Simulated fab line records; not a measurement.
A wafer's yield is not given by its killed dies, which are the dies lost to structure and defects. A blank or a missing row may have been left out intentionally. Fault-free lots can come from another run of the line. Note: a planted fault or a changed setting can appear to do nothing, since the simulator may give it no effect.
Matching of chambers / flow sky130 / 4 sister chambers for SKY_CONTACT_ETCH_17 on rie diel-02
The step etches SiO2 in C4F8/O2/Ar, stops on Si3N4, target depth 340 nm. 16 wafers are shown with their chamber, then 8 later ones without.

WAFERS, EACH WITH ITS CHAMBER
wafer=L075.1; chamber=2; oes product au (a.u.)=0.887
wafer=L075.4; chamber=3; oes product au (a.u.)=0.891
wafer=L075.6; chamber=0; oes product au (a.u.)=0.890
wafer=L078.1; chamber=1; oes product au (a.u.)=0.884
wafer=L078.3; chamber=2; oes product au (a.u.)=0.892
wafer=L078.6; chamber=1; oes product au (a.u.)=0.888
wafer=L080.2; chamber=2; oes product au (a.u.)=0.886
wafer=L080.5; chamber=2; oes product au (a.u.)=0.885
wafer=L080.6; chamber=1; oes product au (a.u.)=0.897
wafer=L086.1; chamber=1; oes product au (a.u.)=0.894
wafer=L086.2; chamber=2; oes product au (a.u.)=0.896
wafer=L086.4; chamber=0; oes product au (a.u.)=0.892
wafer=L089.2; chamber=2; oes product au (a.u.)=0.887
wafer=L089.5; chamber=0; oes product au (a.u.)=0.885
wafer=L089.6; chamber=3; oes product au (a.u.)=0.896
wafer=L093.1; chamber=0; oes product au (a.u.)=0.888

SIGNATURES (averages over the wafers above)
reading=oes product au; chamber 0=0.88875; chamber 1=0.89075; chamber 2=0.88883; chamber 3=0.89350; scatter within a chamber=0.0044
Rule: distance of a wafer from a chamber = root of the sum over the readings of ((wafer's reading minus chamber's mean) / reading's scatter) squared. The wafer belongs to the nearest chamber; if the next one is less than 2 further off, it can't be placed. How the scatter is found: for the shown wafers, subtract from each reading the mean of its chamber, square and add these, divide the total by (wafers less chambers), then take the root.

WAFERS WITHOUT THEIR CHAMBER
wafer=L093.2; oes product au (a.u.)=0.888
wafer=L093.6; oes product au (a.u.)=0.888
wafer=L094.1; oes product au (a.u.)=0.887
wafer=L094.3; oes product au (a.u.)=0.886
wafer=L094.6; oes product au (a.u.)=0.891
wafer=L097.1; oes product au (a.u.)=0.896
wafer=L097.2; oes product au (a.u.)=0.894
wafer=L097.5; oes product au (a.u.)=0.888

CHAMBER TAKEN BY EACH
wafer=L093.2; from the rows above=can't be placed: 0 or 2 or 1 or 3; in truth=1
wafer=L093.6; from the rows above=can't be placed: 0 or 2 or 1 or 3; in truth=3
wafer=L094.1; from the rows above=can't be placed: 0 or 2 or 1 or 3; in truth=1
wafer=L094.3; from the rows above=can't be placed: 0 or 2 or 1 or 3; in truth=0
wafer=L094.6; from the rows above=can't be placed: 1 or 2 or 0 or 3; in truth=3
wafer=L097.1; from the rows above=can't be placed: 3 or 1 or 2 or 0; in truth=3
wafer=L097.2; from the rows above=can't be placed: 3 or 1 or 2 or 0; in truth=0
wafer=L097.5; from the rows above=can't be placed: 0 or 2 or 1 or 3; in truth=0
Placed correctly: 0 of 8. Not placeable from these rows: 8 (in 8, the candidates include the true chamber). Number placed wrongly: 0.
